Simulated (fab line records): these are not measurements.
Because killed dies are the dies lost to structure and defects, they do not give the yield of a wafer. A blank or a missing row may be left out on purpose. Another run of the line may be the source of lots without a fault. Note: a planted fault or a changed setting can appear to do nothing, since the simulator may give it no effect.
Chamber matching + flow sky130 + cmp-01 running SKY_FIELD_ISO_CMP_27: 4 sister chambers
The step polishes, stops on Si3N4, t overpolish 16 s, target thk 457.8 nm. 16 wafers are shown with their chamber, then 7 later ones without.

WAFERS PAIRED WITH THEIR CHAMBERS
| wafer  | chamber | motor current A (A) | time to endpoint s (s) |
|--------|---------|---------------------|------------------------|
| L249.2 | 3       | 13.9                | 102                    |
| L249.3 | 1       | 12.8                | 105                    |
| L249.4 | 2       | 11.1                | 106                    |
| L251.3 | 3       | 13.1                | 108                    |
| L251.4 | 0       | 11.2                | 111                    |
| L251.6 | 3       | 13.7                | 104                    |
| L252.4 | 2       | 10.2                | 106                    |
| L252.5 | 0       | 10.3                | 105                    |
| L252.6 | 1       | 12.6                | 108                    |
| L253.1 | 2       | 10.4                | 111                    |
| L253.3 | 0       | 10.8                | 114                    |
| L253.4 | 3       | 14.1                | 107                    |
| L257.1 | 3       | 13.6                | 108                    |
| L257.5 | 2       | 10.3                | 106                    |
| L257.6 | 1       | 11.8                | 113                    |
| L262.1 | 0       | 10.4                | 107                    |

SIGNATURES (means of the wafers above)
| reading            | chamber 0 | chamber 1 | chamber 2 | chamber 3 | scatter within a chamber |
|--------------------|-----------|-----------|-----------|-----------|--------------------------|
| motor current A    | 10.675    | 12.400    | 10.500    | 13.680    | 0.422                    |
| time to endpoint s | 109.25    | 108.67    | 107.25    | 105.80    | 3.28                     |
Rule: distance of a wafer from a chamber = root of the sum over the readings of ((wafer's reading minus chamber's mean) / reading's scatter) squared. If the next closest chamber is less than 2 further off than the closest, the wafer can't be placed; otherwise it belongs to the closest. The scatter is the square root of a quotient: the sum, over the shown wafers, of each reading's squared deviation from its chamber's mean, divided by wafers minus chambers.

WAFERS WITH NO CHAMBER GIVEN
| wafer  | motor current A (A) | time to endpoint s (s) |
|--------|---------------------|------------------------|
| L262.2 | 14.0                | 100                    |
| L264.1 | 10.5                | 107                    |
| L264.2 | 13.2                | 107                    |
| L264.6 | 10.9                | 110                    |
| L268.1 | 10.1                | 116                    |
| L268.4 | 14.1                | 105                    |
| L268.5 | 13.1                | 112                    |

THE CHAMBER EACH PASSED THROUGH
| wafer  | from the rows above     | in truth |
|--------|-------------------------|----------|
| L262.2 | 3                       | 3        |
| L264.1 | can't be placed: 2 or 0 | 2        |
| L264.2 | can't be placed: 3 or 1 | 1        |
| L264.6 | can't be placed: 0 or 2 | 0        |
| L268.1 | can't be placed: 0 or 2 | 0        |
| L268.4 | 3                       | 3        |
| L268.5 | can't be placed: 1 or 3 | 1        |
Placed correctly: 2 of 7. These rows do not allow placing 5 (true chamber among the candidates in 5). 0 placed wrongly.
